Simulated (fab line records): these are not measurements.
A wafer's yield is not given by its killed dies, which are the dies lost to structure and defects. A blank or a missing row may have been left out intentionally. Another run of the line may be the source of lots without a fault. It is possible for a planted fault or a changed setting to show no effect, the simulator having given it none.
Comparing a struck lot with a sound one | flow sky130 | 27 out of 708 route steps
Sound: these wafers, L885.2, L885.4, L885.5. Struck: wafers L869.2, L869.5, L869.6. Last of all comes the cause.
Order at every step that has rows: each side's tool, ch and its chambers, its first start. Under that, the readings that differ: sound wafers | struck wafers | difference of the means | sigmas: that difference in standard deviations of wafers without a fault.
alike: readings with means less than 2 such deviations apart, plus words and numbers identical on both sides. not compared: withheld readings, readings lacking a value on some wafer, bounds such as >300 that could conceal the same value, and numbers that have no deviation in the record and whose values overlap.
The two part at a step that has a row with sigmas, a row that says differs or no value, or rows on one side only. Numbers that have no deviation but don't overlap get no sigmas and don't part them. A reading that every wafer of one side lacks parts them only if that side has two wafers or more.

SKY_FIELD_ISO_OXIDATION_01: stabilise 600 s, purge 300 s, target thk 12 nm.
  sound on furnace-02 ch 0, day 5 19:07; struck on furnace-01 ch 0, day 2 15:05
  alike: ox-temp-c-max
SKY_FIELD_ISO_THK_MEAS_02:
  sound on film-metro-01, day 5 20:38; struck on film-metro-01, day 2 16:37
  reading                         | sound             | struck            | difference | sigmas
  FIELD_ISO_OXIDATION_00_THK (nm) | 12.16 12.29 12.28 | 19.22 19.25 18.97 | +6.90      | +33
then, 22 steps without rows for these wafers: SKY_FIELD_ISO_CVD_03 (deposits Si3N4 from DCS/NH3, target thk 165 nm, time 2830 s); SKY_FIELD_ISO_DEHYDRATE_05 (time 60 s); SKY_FIELD_ISO_HMDS_06 (prime time 60 s); SKY_FIELD_ISO_COAT_07 (resist thk 60 nm); SKY_FIELD_ISO_COAT_08 (resist thk 450 nm); SKY_FIELD_ISO_SOFTBAKE_09 (time 90 s); SKY_FIELD_ISO_EXPOSE_10 (exposes mask FOM, target cd 150 nm); SKY_FIELD_ISO_PEB_11; SKY_FIELD_ISO_DEVELOP_12 (develop time 60 s); SKY_FIELD_ISO_ETCH_14 (etches BARC in N2/H2, stops on SiO2, time 45.9 s, target depth 60 nm); SKY_FIELD_ISO_ETCH_15 (etches the open film in CHF3/O2, stops on Si, target depth 180 nm, time 72 s); SKY_FIELD_ISO_STRIP_16 (strips in O2/N2); SKY_FIELD_ISO_ETCH_17 (etches Si in HBr/Cl2/O2, target depth 342 nm, time 97.7 s); SKY_FIELD_ISO_WET_ETCH_18 (etches Si3N4 in H3PO4, target depth 25 nm, time 286 s); SKY_FIELD_ISO_CLEAN_19 (cleans in SC1/SC2, time 150 s); SKY_FIELD_ISO_CLEAN_20 (cleans in dHF, time 20 s); SKY_FIELD_ISO_WET_ETCH_21 (etches SiO2 in dHF, target depth 20 nm, time 400 s); SKY_FIELD_ISO_OXIDATION_22 (stabilise 600 s, purge 300 s, target thk 10 nm); SKY_FIELD_ISO_CVD_24 (deposits SiO2, target thk 595 nm, time 99.2 s); SKY_FIELD_ISO_ANNEAL_26 (time 1800 s); SKY_FIELD_ISO_CMP_27 (polishes, stops on Si3N4, t overpolish 16 s, target thk 457.8 nm); SKY_FIELD_ISO_WET_ETCH_28 (etches SiO2 in dHF, target depth 23.7 nm, time 47 s).
SKY_FIELD_ISO_WET_ETCH_29: etches Si3N4 in H3PO4, target depth 160 nm, time 1825 s.
  sound on wet-bench-03 ch 1, day 7 01:35; struck on wet-bench-02 ch 0, day 3 12:43
  reading                                          | sound             | struck            | difference | sigmas
  model.SiO2_of_FIELD_ISO_OXIDATION_01.thk-nm (nm) | 11.83 11.97 11.95 | 18.89 18.87 18.62 | +6.88      |
then, 1 step without rows for these wafers: SKY_FIELD_ISO_WET_ETCH_30 (etches SiO2 in dHF, target depth 25 nm, time 50 s).
-- the record jumps here: 44 days lie between the struck wafers' starts before and after (it left off in module FIELD_ISO and takes up again in module PAD_OPEN, whose first step shown is number 708 of the route) --
SKY_PAD_OPEN_PROBE_99:
  sound on prober-01, day 51 03:45; struck on prober-01, day 47 19:41
  reading                                          | sound                | struck               | difference | sigmas
  model.etest.sram-nfet-pass.off-log10-a-um        | -12.73 -12.74 -12.88 | -13.42 -13.14 -13.34 | -0.52      |
  model.etest.diode-pdiff-fingers.leak-log10-a-cm2 | -6.662 -6.84 -6.541  | -7.113 -6.956 -7.018 | -0.348     |
  model.etest.diode-ndiff-fingers.leak-log10-a-cm2 | -6.699 -6.728 -6.406 | -6.983 -6.949 -6.959 | -0.353     |
  model.etest.sram-nfet-pass.vt-v (V)              | 0.676 0.6718 0.6839  | 0.724 0.6905 0.7382  | +0.040     |
  model.etest.sram-nfet-pass.vt-sat-v (V)          | 0.5733 0.5735 0.5796 | 0.6208 0.5923 0.6339 | +0.0402    |
  alike: killed_at_M0_to_M3, killed_at_M4_up, killed-at-contacts, killed-at-front-end, killed-at-other, killed-dies, killed-open, killed-short

## WHERE THEY PART
Only at SKY_FIELD_ISO_THK_MEAS_02, within this record. Later steps at which nothing parts them and some readings are alike: SKY_PAD_OPEN_PROBE_99.

WHY: the cause the simulator had injected
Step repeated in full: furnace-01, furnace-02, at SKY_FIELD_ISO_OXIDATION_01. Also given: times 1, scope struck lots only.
